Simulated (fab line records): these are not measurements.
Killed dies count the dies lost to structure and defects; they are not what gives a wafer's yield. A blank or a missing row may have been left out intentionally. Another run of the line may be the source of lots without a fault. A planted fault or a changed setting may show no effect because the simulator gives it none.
Comparing a struck lot with a sound one | flow sfq line | 13 steps out of a route of 325
Sound: wafers L248.1, L248.3, L248.6. Wafers struck: L250.1, L250.2, L250.6. The cause comes at the end.
Order at every step that has rows: each side's tool, ch and its chambers, its first start. Under that, the readings that differ: sound wafers | struck wafers | difference of the means | sigmas: that difference in standard deviations of wafers without a fault.
alike: same words and numbers on both sides, and readings whose means sit less than 2 such deviations apart. not compared: any withheld reading, any reading some wafer has no value for, any bound like >300 that may hide the same value, and any number with overlapping values for which the record gives no deviation.
Wherever a step has rows on one side only, a row that says differs or no value, or a row with sigmas, the two part there. When numbers do not overlap yet have no deviation, they are printed without sigmas and do not part them. Lack of a reading on every wafer of one side parts them only where that side has two or more wafers.

SFQ_INCOMING_BOW_MEAS_900:
  struck on film metro-04, day 2 21:00; sound on film metro-04, day 2 11:00
  alike: INCOMING_BOW
then, 1 step without rows for these wafers: SFQ_TRILAYER_INCOMING_OXIDATION_002 (target thk 500 nm, ox time 4939 s).
SFQ_TRILAYER_L0_DEP_SPUTTER_003: material MoNx KI, target thk 40 nm, time 100 s.
  struck on pvd sputter-03, day 2 23:29; sound on pvd sputter-06, day 2 13:29
  alike: throttle valve pct
SFQ_L0_RS_MEAS_901: uses a four-point probe to measure.
  struck on film metro-04, day 2 23:34; sound on film metro-01, day 2 13:34
  alike: L0_MONX_KI_RS
SFQ_L0_THK_MEAS_902: measures by xrf.
  struck on film metro-04, day 2 23:41; sound on film metro-01, day 2 13:41
  alike: L0_MONX_KI_THK
SFQ_TRILAYER_L0_LITHO_COAT_010: resist thk 62 nm.
  sound on litho track-02 ch 0, day 2 13:44; struck on litho track-04 ch 0, day 2 23:44
  reading                                              | sound                | struck               | difference | sigmas
  spin speed rpm (rpm)                                 | 3001.2 3000.4 2998.9 | 2842.2 2842.1 2840.5 | -158.6     | -83
  model.BARC_of_TRILAYER_L0_LITHO_COAT_010.thk nm (nm) | 62.15 62.17 62.15    | 63.75 63.96 63.85    | +1.70      |
then, 5 steps without rows for these wafers: SFQ_TRILAYER_L0_LITHO_COAT_005 (resist thk 600 nm); SFQ_TRILAYER_L0_LITHO_SOFTBAKE_009; SFQ_TRILAYER_L0_LITHO_EXPOSE_006 (exposes mask L0, target cd 2000 nm); SFQ_TRILAYER_L0_LITHO_PEB_008 (peb time 60 s); SFQ_TRILAYER_L0_LITHO_DEVELOP_007 (time 60 s).
SFQ_TRILAYER_L0_BARC_OPEN_METAL_ETCH_010: etches BARC in O2, target depth 125 nm, time 41.7 s.
  sound on rie metal-03 ch 0,1, day 4 09:01; struck on rie metal-02 ch 0,1, day 4 23:31
  reading                  | sound             | struck            | difference | sigmas
  model.etch.depth nm (nm) | 62.15 62.17 62.15 | 63.75 63.96 63.85 | +1.70      |
  alike: drypump motor current A, oes product au
  not compared: rf hours counter h
SFQ_TRILAYER_L0_ETCH_METAL_ETCH_008: etches MoNx KI in SF6/O2, stops on SiO2, target depth 50 nm, time 25 s.
  sound on rie metal-03 ch 0,1, day 4 09:05; struck on rie metal-02 ch 0,1, day 4 23:35
  alike: drypump motor current A, oes product au
  not compared: rf hours counter h

== WHERE THEY PART ==
SFQ_TRILAYER_L0_LITHO_COAT_010 only, going by this record. Later steps at which nothing parts them and some readings are alike: SFQ_TRILAYER_L0_BARC_OPEN_METAL_ETCH_010, SFQ_TRILAYER_L0_ETCH_METAL_ETCH_008.

WHY: what the simulator had put in
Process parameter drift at SFQ_TRILAYER_L0_LITHO_COAT_010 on litho track-04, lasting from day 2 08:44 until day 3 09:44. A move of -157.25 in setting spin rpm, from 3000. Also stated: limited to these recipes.
